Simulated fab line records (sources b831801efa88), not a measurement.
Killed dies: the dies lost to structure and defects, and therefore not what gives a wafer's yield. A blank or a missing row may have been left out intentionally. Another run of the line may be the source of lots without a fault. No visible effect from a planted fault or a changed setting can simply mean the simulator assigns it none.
Comparing a struck lot with a sound one :: flow sfqLine :: 20 out of 325 route steps
Sound: wafers L633.2, L633.3, L633.4. Struck: wafer L638.4 (L638.1, L638.2, from the same lot, were not struck and are left out); the cause is given at the end.
At each step with rows: each side's tool, then ch and its chambers, then its first start. Under that, the readings that differ: sound wafers :: struck wafers :: difference of the means :: sigmas: that difference in standard deviations of wafers without a fault.
alike: words and numbers the same on both sides, and readings whose means are apart by under 2 such deviations; not compared: readings that were withheld, readings missing a value for some wafer, numbers with overlapping values and no deviation given by the record, and bounds like >300 which may hide the same value.
The two part at a step that has a row with sigmas, a row that says differs or no value, or rows on one side only. Numbers that have no deviation but don't overlap get no sigmas and don't part them. Lack of a reading on every wafer of one side parts them only where that side has two or more wafers.

first, 2 steps without rows for these wafers: SFQ_TRILAYER_I1_VIA_LITHO_PEB_052 (peb time 60 s); SFQ_TRILAYER_I1_VIA_LITHO_DEVELOP_051 (time 60 s).
SFQ_I1_OVL_MEAS_913:
  sound: overlay-02 at day 25 18:49; struck: overlay-01 at day 26 12:13
  alike: I1_OVL
SFQ_TRILAYER_I1_VIA_BARC_OPEN_VIA_ETCH_071: etches BARC in O2, target depth 125 nm, time 41.7 s.
  sound on rieDiel-01 ch 0,2,3, day 25 18:51; struck on rieDiel-03 ch 1, day 26 12:15
reading: rfHoursCounterH (h)
sound: 1 3 8
struck: 11
difference: +7
sigmas: 
  alike: drypumpMotorCurrentA, oesProductAu
SFQ_TRILAYER_I1_VIA_ETCH_VIA_ETCH_052: etches SiO2 in CHF3, stops on Nb, target depth 260 nm.
  sound on rieDiel-01 ch 0,2,3, day 25 18:53; struck on rieDiel-03 ch 1, day 26 12:17
  alike: drypumpMotorCurrentA, oesProductAu
SFQ_TRILAYER_I1_VIA_STRIP_STRIP_053: strips in O2.
  sound on rieMetal-01 ch 0,1, day 25 19:00; struck on rieMetal-01 ch 0, day 26 12:24
  alike: drypumpMotorCurrentA, oesProductAu
  not compared: rfHoursCounterH
then, 2 steps without rows for these wafers: SFQ_TRILAYER_I1_VIA_STRIP_SOLV_CLEAN_054 (cleans in NMP, time 600 s); SFQ_TRILAYER_M2_DEP_PRE_CLEAN_056 (time 22.5 s).
SFQ_TRILAYER_M2_DEP_SPUTTER_055: material Nb, target thk 200 nm, time 133.3 s.
  sound: pvdSputter-04 at day 25 19:49; struck: pvdSputter-04 at day 26 13:49
reading: throttleValvePct (%)
sound: 31.4 31.2 31.3
struck: 28.2
difference: -3.1
sigmas: -3
  alike: resputterCathodeVoltageV
SFQ_M2_RS_MEAS_914: the measuring method here is four-point-probe.
  sound: filmMetro-04 at day 25 19:55; struck: filmMetro-04 at day 26 13:55
  alike: M2_NB_RS
then, 1 step without rows for these wafers: SFQ_TRILAYER_M2_LITHO_COAT_062 (resist thk 62 nm).
SFQ_TRILAYER_M2_LITHO_COAT_057: resist thk 600 nm.
  sound on lithoTrack-02 ch 0, day 25 20:49; struck on lithoTrack-04 ch 0, day 26 14:23
reading: model.KrF_of_TRILAYER_M2_LITHO_COAT_057.thkNm (nm)
sound: 599.9 601.4 599.3
struck: 579.1
difference: -21.1
sigmas: 
then, 4 steps without rows for these wafers: SFQ_TRILAYER_M2_LITHO_SOFTBAKE_061; SFQ_TRILAYER_M2_LITHO_EXPOSE_058 (exposes mask M2, target cd 500 nm); SFQ_TRILAYER_M2_LITHO_PEB_060 (peb time 60 s); SFQ_TRILAYER_M2_LITHO_DEVELOP_059 (time 60 s).
-- the record jumps here: 5 days lie between the struck wafers' starts before and after --
SFQ_M2_OVL_MEAS_916:
  sound: overlay-02 at day 31 03:24; struck: overlay-01 at day 31 19:00
  alike: M2_OVL
then, 1 step without rows for these wafers: SFQ_TRILAYER_M2_BARC_OPEN_METAL_ETCH_077 (etches BARC in O2, target depth 125 nm, time 41.7 s).
SFQ_TRILAYER_M2_ETCH_METAL_ETCH_060: etches Nb in Cl2/Ar, stops on SiO2, target depth 240 nm, time 120 s.
  sound on rieMetal-03 ch 0,1, day 31 03:29; struck on rieMetal-03 ch 1, day 31 19:05
reading: model.KrF_of_TRILAYER_M2_LITHO_COAT_057.thkNm (nm)
sound: 385 386.1 380
struck: 366.7
difference: -17.0
sigmas: 
  alike: drypumpMotorCurrentA, oesProductAu
  not compared: rfHoursCounterH
SFQ_TRILAYER_M2_STRIP_STRIP_061: strips in O2.
  sound on rieMetal-03 ch 0,1, day 31 03:37; struck on rieMetal-03 ch 1, day 31 19:13
  alike: drypumpMotorCurrentA, oesProductAu
  not compared: rfHoursCounterH

## WHERE THEY PART
SFQ_TRILAYER_M2_DEP_SPUTTER_055 only, going by this record. Later steps at which nothing parts them and some readings are alike: SFQ_M2_RS_MEAS_914, SFQ_M2_OVL_MEAS_916, SFQ_TRILAYER_M2_ETCH_METAL_ETCH_060, SFQ_TRILAYER_M2_STRIP_STRIP_061.

WHY: the cause the simulator had injected
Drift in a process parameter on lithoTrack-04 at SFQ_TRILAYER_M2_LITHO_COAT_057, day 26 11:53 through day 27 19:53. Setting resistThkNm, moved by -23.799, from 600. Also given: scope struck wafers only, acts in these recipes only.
